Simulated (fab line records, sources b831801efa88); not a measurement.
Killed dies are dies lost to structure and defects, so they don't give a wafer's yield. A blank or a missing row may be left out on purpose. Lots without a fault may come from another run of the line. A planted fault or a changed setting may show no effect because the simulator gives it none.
Chamber matching | flow sky130 | SKY_VIA4_CMP_02 on cmp-01: 4 sister chambers
The step polishes SiO2. 8 wafers are shown with their chamber, then 9 later ones without.

WAFERS WITH THEIR CHAMBER
wafer  | chamber | motor_current_A (A) | retaining_ring_pressure_frac
L546.5 | 1       | 10.8                | 1.002
L548.1 | 2       | 12.6                | 0.997
L550.4 | 0       | 12.7                | 0.999
L550.5 | 3       | 12.2                | 0.999
L550.6 | 2       | 13.6                | 1.002
L551.2 | 3       | 13.1                | 1.005
L551.4 | 0       | 12.8                | 0.997
L551.5 | 1       | 10.0                | 0.990

WAFERS WITHOUT THEIR CHAMBER
wafer  | motor_current_A (A) | retaining_ring_pressure_frac
L552.1 | 10.8                | 1.010
L552.2 | 12.6                | 0.995
L552.5 | 11.6                | 0.997
L557.1 | 12.4                | 0.996
L557.4 | 11.6                | 0.998
L557.6 | 12.1                | 0.999
L558.2 | 12.7                | 0.992
L558.3 | 12.9                | 0.999
L558.6 | 12.7                | 1.003

WHICH CHAMBER EACH WENT THROUGH
wafer  | from the rows above               | in truth
L552.1 | can't be placed: 1 or 3 or 0 or 2 | 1
L552.2 | can't be placed: 0 or 2 or 3      | 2
L552.5 | can't be placed: 0 or 3 or 1 or 2 | 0
L557.1 | can't be placed: 0 or 3 or 2      | 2
L557.4 | can't be placed: 3 or 0 or 1 or 2 | 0
L557.6 | can't be placed: 3 or 0 or 2 or 1 | 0
L558.2 | can't be placed: 0 or 2 or 3      | 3
L558.3 | can't be placed: 0 or 2 or 3      | 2
L558.6 | can't be placed: 3 or 0 or 2      | 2
Placed correctly: 0 of 9. Can't be placed from these rows: 9 (the true chamber is among the candidates in 9). Placed wrongly: 0.
How it was worked out, from the rows above alone: a wafer's distance from a chamber is the root of the sum, over the readings, of the square of ((its reading less the chamber's mean) divided by the reading's scatter). The wafer belongs to the nearest chamber; if the next one is less than 2 further off, it can't be placed. A chamber's mean is the mean of its shown wafers. The scatter: the root of (the sum of the squares of (reading less its chamber's mean) over the shown wafers, divided by (wafers less chambers)).
